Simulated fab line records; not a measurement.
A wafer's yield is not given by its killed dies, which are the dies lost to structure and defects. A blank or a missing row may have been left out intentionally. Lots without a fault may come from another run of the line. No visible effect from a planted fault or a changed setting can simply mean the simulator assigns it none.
Matching of chambers | flow gf180mcu | GF_V2_CMP_26 on cmp-01: 4 sister chambers
The step polishes, stops on SiO2, t overpolish 15 s, target thk 0 nm. 4 wafers are shown with their chamber, then 7 later ones without.

WAFERS PAIRED WITH THEIR CHAMBERS
wafer  | chamber | motor current A (A)
L795.1 | 2       | 11.7
L797.5 | 1       | 12.7
L798.2 | 3       | 10.4
L798.4 | 0       | 9.7

WAFERS WITHOUT THEIR CHAMBER
wafer  | motor current A (A)
L798.5 | 9.8
L799.2 | 11.8
L799.4 | 10.8
L799.5 | 10.6
L800.3 | 10.4
L800.4 | 12.3
L800.5 | 10.8

CHAMBER TAKEN BY EACH
wafer  | from the rows above     | in truth
L798.5 | can't be placed: 0 or 3 | 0
L799.2 | 2                       | 2
L799.4 | can't be placed: 3 or 2 | 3
L799.5 | 3                       | 3
L800.3 | 3                       | 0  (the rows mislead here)
L800.4 | can't be placed: 1 or 2 | 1
L800.5 | can't be placed: 3 or 2 | 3
Correctly placed: 2 of 7. Not placeable from these rows: 4 (in 4, the candidates include the true chamber). Number placed wrongly: 1.
How it was worked out, from the rows above alone: a wafer's distance from a chamber is the root of the sum, over the readings, of the square of ((its reading less the chamber's mean) divided by the reading's scatter). The wafer belongs to the nearest chamber; if the next one is less than 2 further off, it can't be placed. The mean given for a chamber averages the wafers shown for that chamber. The scatter: root of mean squared gap, hidden wafer to nearest shown wafer, with one shown wafer a chamber.
